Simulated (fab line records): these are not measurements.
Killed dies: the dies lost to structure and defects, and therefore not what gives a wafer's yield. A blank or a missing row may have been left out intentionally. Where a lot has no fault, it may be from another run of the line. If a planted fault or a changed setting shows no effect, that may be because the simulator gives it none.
Which tool did it? | flow sfqLine | 14 lots, 42 wafers sampled, at 1 step of a route of 325

WHAT THE GAUGES SHOWED, per wafer
SFQ_M4_OVL_MEAS_926.
lot  | measured     | on         | M4_OVL (nm)
L773 | day 36 20:30 | overlay-02 | -1 -3 -2
L774 | day 36 22:00 | overlay-02 | 8 11 10
L775 | day 36 23:02 | overlay-02 | -6 -2 4
L776 | day 37 00:14 | overlay-02 | -5 -5 1
L780 | day 46 06:41 | overlay-01 | -6 -3 -9
L781 | day 46 16:17 | overlay-01 | 1 8 5
L785 | day 47 22:17 | overlay-02 | -7 -7 -7
L786 | day 48 10:17 | overlay-01 | 2 1 -1
L787 | day 48 23:29 | overlay-01 | 4 -4 -1
L789 | day 49 17:25 | overlay-01 | -3 -3 -1
L791 | day 50 04:20 | overlay-01 | -11 -8 -9
L792 | day 50 16:20 | overlay-01 | -8 1 -3
L794 | day 51 04:20 | overlay-01 | 1 3 0
L795 | day 51 10:20 | overlay-01 | 1 5 3

EACH LOT AND THE TOOL THAT RAN IT (in order: tool; ch and the chambers of the sampled wafers; start)
The record holds no process step before these readings.

AS READ BY THE TOOLS THEMSELVES (means over the sampled wafers that have a number; for cases with no such wafer, the mark the record gives instead)
The record holds no such reading with a usual standard deviation.

THE ANSWER, worked out from the rows above alone
Rule: usual is defined by the lots themselves. The widest of any qualifying gaps counts: lots, ordered by their means at a reading, are off when they make up no more than a third of the lots, leave a main group of 4 or more, and stand apart from it by 3 or more times the standard deviation of that group's means. If all means in a main group match to the digits the tables above print for the reading, that group is not used. Also off: a lot with no number at a reading for which 4 or more lots have one. Any other lot the step has rows for is counted as sound. After the gauges, taken in route order, come the tools' own readings; for these a lot's mean is taken, as printed above. The first step at which some lot is off is used, and at that step the reading that is off furthest; a lot without a number counts as furthest.
None of the lots is off at any reading shown; this tells nothing.

WHAT THE SIMULATOR HAD INSERTED
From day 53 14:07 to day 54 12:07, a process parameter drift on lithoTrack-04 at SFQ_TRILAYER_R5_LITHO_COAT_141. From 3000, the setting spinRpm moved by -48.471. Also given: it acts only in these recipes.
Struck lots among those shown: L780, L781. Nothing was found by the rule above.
